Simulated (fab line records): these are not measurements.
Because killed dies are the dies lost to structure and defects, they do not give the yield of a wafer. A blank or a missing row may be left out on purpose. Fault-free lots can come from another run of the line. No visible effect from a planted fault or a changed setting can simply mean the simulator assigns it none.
8D (eight disciplines) problem report, filled in by code -- flow sky130 -- the parts of the form that need people (team, actions taken, sign-off) are left out

== 1. THE PROBLEM ==
Wafers without a fault read 896.9 W, standard deviation 2.5; rf-fwd-power-W at SKY_METAL4_METAL_ETCH_18 reads a mean of 751.8 W on 6 wafers belonging to 2 lots. That puts it -58 standard deviations away from the usual mean.
The step: etches the open film in Cl2/BCl3, stops on SiO2, target depth 845 nm, time 183.1 s.
Seen first at day 43 21:55 on rie-metal-03, wafer L457.1. The record holds 33 wafers of 11 lots with a number at this step. Rule for "out", or "out of limits": more than 4 standard deviations from the usual mean. The rest of the wafers with a number are treated as sound.

== 2. WHAT IT IS; WHAT IT IS NOT ==
question,is,is not
which readings at this step,rf-fwd-power-W,"drypump-motor-current-A, throttle-valve-pct"
which lots,"L457, L462","L451, L453, L455, L463, L464, L465, L469, L470, L472"
which wafers of those lots,all that have a number,-
read on which tools,rie-metal-03,"rie-metal-02, rie-metal-04"
when,from day 43 21:55,"up to then (9 sound wafers); but 18 sound wafers of L463, L464, L465, L469, L470, L472 came after"

== 3. THE SUSPECTS, EACH WITH WHAT RULES IT OUT ==
Counting: a tool at a process step up to the reading stays a suspect if it ran every lot that is out and no sound lot after the first of them.
- rie-metal-03 at SKY_METAL4_METAL_ETCH_18 (etches the open film in Cl2/BCl3, stops on SiO2, target depth 845 nm, time 183.1 s): kept. It processed each lot that is out, first L457 at day 43 21:55, and no sound lot thereafter; up to then, the last sound lot it processed was L455 at day 43 09:49. On those wafers its own readings are out: rf-fwd-power-W.
Left after counting: rie-metal-03 at SKY_METAL4_METAL_ETCH_18.

== 4. THE CAUSE (what the simulator had put in) ==
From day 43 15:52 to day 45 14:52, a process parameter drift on rie-metal-03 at SKY_METAL4_METAL_ETCH_18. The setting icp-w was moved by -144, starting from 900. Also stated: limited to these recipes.
This tool alone remained once counting was done.

== 5. THE EFFECT CHAIN, in route order ==
One row per reading whose mean, taken over the struck wafers that have a number, lies over 3 standard deviations from the usual. Only readings for which the record gives a usual standard deviation are gone through. hours: the time from each lot's start at the first step in this table that gives one to its start at this step, as a median over the lots. sigmas: the change in usual standard deviations.
hours,step,reading,usual,on struck wafers,change,sigmas
0,SKY_METAL4_METAL_ETCH_18,rf-fwd-power-W,896.9 W,751.8,-145.1,-58
0,SKY_METAL4_STRIP_19,oes-product-au,0.502 a.u.,0.530,+0.028,+4.8
0,SKY_METAL4_STRIP_19,strip-time-to-endpoint-s,6.52 s,7.28,+0.76,+13
Process steps it contains:
- SKY_METAL4_METAL_ETCH_18: etches the open film in Cl2/BCl3, stops on SiO2, target depth 845 nm, time 183.1 s.
- SKY_METAL4_STRIP_19: strips in O2/N2.

== 6. WHAT WOULD HAVE CAUGHT IT SOONER ==
The fault began at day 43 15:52; the first out-of-limits reading in this record came at day 43 21:55, 6 hours later.
